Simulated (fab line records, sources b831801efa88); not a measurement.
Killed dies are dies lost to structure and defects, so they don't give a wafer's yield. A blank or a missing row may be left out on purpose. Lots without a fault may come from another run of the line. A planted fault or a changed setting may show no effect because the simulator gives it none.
Which tool did it? | flow sky130 | 6 lots, 18 wafers sampled, at 1 step of a route of 708

WHAT THE GAUGES READ, wafer by wafer
SKY_VT_ADJUST_LVTN_OVL_MEAS_18.
lot  | measured     | on         | VT_ADJUST_LVTN_01_OVL (nm)
L962 | day 8 01:23  | overlay-01 | 0.7 0.3 0.5
L965 | day 8 19:44  | overlay-01 | -3.2 -1.8 -1.0
L969 | day 10 00:11 | overlay-01 | -1.6 -0.1 -0.9
L973 | day 10 23:52 | overlay-01 | 2.8 -0.8 0.3
L976 | day 11 20:22 | overlay-01 | -2.6 -1.2 -2.6
L983 | day 14 00:18 | overlay-01 | 1.7 -0.5 -0.6

WHICH TOOL RAN EACH LOT (tool, then ch and the chambers of the sampled wafers, then the start)
The record holds no process step before these readings.

THE ANSWER, worked out from the rows above alone
Rule: what is usual is taken from the lots themselves. Put in order of their means at a reading, lots are off if they are a third of the lots or fewer, leave a main group of 4 or more, and stand apart from it by a gap of 3 or more times the standard deviation of the main group's means; of several such gaps the widest counts. A main group whose means are all the same, to the digits that the tables above print for the reading, isn't used. A lot without any number at a reading at which 4 lots or more have one is off too. The other lots that the step has rows for count as sound.
No lot is off at any reading shown: from this, nothing can be told.

WHAT THE SIMULATOR HAD PUT IN
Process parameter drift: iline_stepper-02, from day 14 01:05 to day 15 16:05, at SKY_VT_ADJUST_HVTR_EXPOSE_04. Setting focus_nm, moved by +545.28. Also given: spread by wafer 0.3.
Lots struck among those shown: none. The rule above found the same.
